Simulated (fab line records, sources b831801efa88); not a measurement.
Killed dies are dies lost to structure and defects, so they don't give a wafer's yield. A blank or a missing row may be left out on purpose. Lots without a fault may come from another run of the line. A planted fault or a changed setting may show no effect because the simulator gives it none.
Which tool did it? | flow sky130 | 15 lots, 45 wafers sampled, at 1 step of a route of 708

WHAT THE GAUGES READ, wafer by wafer
SKY_VIA4_BOW_MEAS_03. Usual: VIA4_BOW 80 um, standard deviation 9.
lot  | measured     | on            | VIA4_BOW (um) | flag
L673 | day 42 09:32 | film_metro-01 | 76 93 91      |
L674 | day 42 21:48 | film_metro-03 | 70 83 73      |
L676 | day 43 08:45 | film_metro-03 | 84 88 88      |
L677 | day 43 11:16 | film_metro-03 | 86 76 75      |
L678 | day 43 21:32 | film_metro-03 | 87 75 69      |
L679 | day 43 22:18 | film_metro-03 | 78 81 74      |
L680 | day 44 06:42 | film_metro-04 | 68 73 75      |
L681 | day 44 13:26 | film_metro-04 | 98 89 93      |
L682 | day 44 17:35 | film_metro-03 | 76 77 82      |
L686 | day 46 00:35 | film_metro-04 | 48 69 76      |
L687 | day 46 01:37 | film_metro-03 | 74 82 85      |
L688 | day 46 13:38 | film_metro-04 | 85 75 88      |
L693 | day 47 16:07 | film_metro-01 | 79 78 73      |
L694 | day 48 00:26 | film_metro-04 | 67 88 92      |
L695 | day 48 07:31 | film_metro-04 | 77 83 84      |

WHICH TOOL RAN EACH LOT (tool, then ch and the chambers of the sampled wafers, then the start)
The record holds no process step before these readings.

WHAT THE TOOLS THEMSELVES READ (means of the sampled wafers that have a number; where no wafer has one, the mark that the record gives instead)
The record holds no such reading with a usual standard deviation.

THE ANSWER, worked out from the rows above alone
Rule: a lot is off if the mean of its wafers that have a number lies more than 3 standard deviations from the usual mean. A lot without any number at a reading at which 4 lots or more have one is off too. The other lots that the step has rows for count as sound. The gauges are gone through in route order, then the tools' own readings, and for those a lot's mean is taken as printed above. The first step at which some lot is off is used, and at that step the reading that is off furthest; a lot without a number counts as furthest.
No lot is off at any reading shown: from this, nothing can be told.

WHAT THE SIMULATOR HAD PUT IN
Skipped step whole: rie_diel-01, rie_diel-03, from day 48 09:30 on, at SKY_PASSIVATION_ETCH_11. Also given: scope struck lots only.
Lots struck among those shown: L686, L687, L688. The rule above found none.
